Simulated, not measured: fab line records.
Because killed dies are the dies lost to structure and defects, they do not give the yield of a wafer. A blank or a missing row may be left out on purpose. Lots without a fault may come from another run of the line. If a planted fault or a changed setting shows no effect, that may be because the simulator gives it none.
The tool behind it: which one? / flow sfqLine / 7 lots, 21 wafers sampled, at 3 steps of a route of 325

## WHAT THE GAUGES READ, wafer by wafer
SFQ_I4_BOW_MEAS_927.
lot=L502; measured=day 55 23:57; on=filmMetro-01; I4_BOW (um)=-7 10 13
lot=L504; measured=day 56 17:57; on=filmMetro-01; I4_BOW (um)=-3 -11 3
lot=L506; measured=day 57 02:58; on=filmMetro-04; I4_BOW (um)=-5 -9 -6
lot=L509; measured=day 57 13:40; on=filmMetro-04; I4_BOW (um)=7 6 -7
lot=L518; measured=day 61 13:45; on=filmMetro-03; I4_BOW (um)=0 4 -2
lot=L521; measured=day 62 13:47; on=filmMetro-03; I4_BOW (um)=6 1 9
lot=L523; measured=day 62 16:45; on=filmMetro-03; I4_BOW (um)=-5 2 -4

## WHICH TOOL RAN EACH LOT (tool, then ch and the chambers of the sampled wafers, then the start)
lot=L502; SFQ_TRILAYER_L0_CAP_PECVD_011=pecvd-04 ch 0,1,2, day 4 13:43; SFQ_TRILAYER_M0_LITHO_PEB_024=lithoTrack-03 ch 0, day 12 01:28
lot=L504; SFQ_TRILAYER_L0_CAP_PECVD_011=pecvd-01 ch 0,2, day 5 02:25; SFQ_TRILAYER_M0_LITHO_PEB_024=lithoTrack-03 ch 0, day 12 20:40
lot=L506; SFQ_TRILAYER_L0_CAP_PECVD_011=pecvd-01 ch 0,2, day 5 21:29; SFQ_TRILAYER_M0_LITHO_PEB_024=lithoTrack-03 ch 0, day 14 10:01
lot=L509; SFQ_TRILAYER_L0_CAP_PECVD_011=pecvd-04 ch 0,2, day 6 18:53; SFQ_TRILAYER_M0_LITHO_PEB_024=lithoTrack-02 ch 0, day 16 00:31
lot=L518; SFQ_TRILAYER_L0_CAP_PECVD_011=pecvd-02 ch 0,1, day 8 21:18; SFQ_TRILAYER_M0_LITHO_PEB_024=lithoTrack-03 ch 0, day 18 19:59
lot=L521; SFQ_TRILAYER_L0_CAP_PECVD_011=pecvd-02 ch 0,1, day 9 16:47; SFQ_TRILAYER_M0_LITHO_PEB_024=lithoTrack-02 ch 0, day 20 08:32
lot=L523; SFQ_TRILAYER_L0_CAP_PECVD_011=pecvd-02 ch 0,2, day 10 04:55; SFQ_TRILAYER_M0_LITHO_PEB_024=lithoTrack-02 ch 0, day 21 07:17
- SFQ_TRILAYER_L0_CAP_PECVD_011: deposits SiO2 from SiH4/N2O, time 13.333 s, target thk 60 nm.
- SFQ_TRILAYER_M0_LITHO_PEB_024: peb time 60 s.

## THE ANSWER, worked out from the rows above alone
Rule: usual is defined by the lots themselves. The widest of any qualifying gaps counts: lots, ordered by their means at a reading, are off when they make up no more than a third of the lots, leave a main group of 4 or more, and stand apart from it by 3 or more times the standard deviation of that group's means. If all means in a main group match to the digits the tables above print for the reading, that group is not used. A lot without any number at a reading at which 4 lots or more have one is off too. The other lots that the step has rows for count as sound.
No lot is off at any reading shown: from this, nothing can be told.

## WHAT THE SIMULATOR PUT IN
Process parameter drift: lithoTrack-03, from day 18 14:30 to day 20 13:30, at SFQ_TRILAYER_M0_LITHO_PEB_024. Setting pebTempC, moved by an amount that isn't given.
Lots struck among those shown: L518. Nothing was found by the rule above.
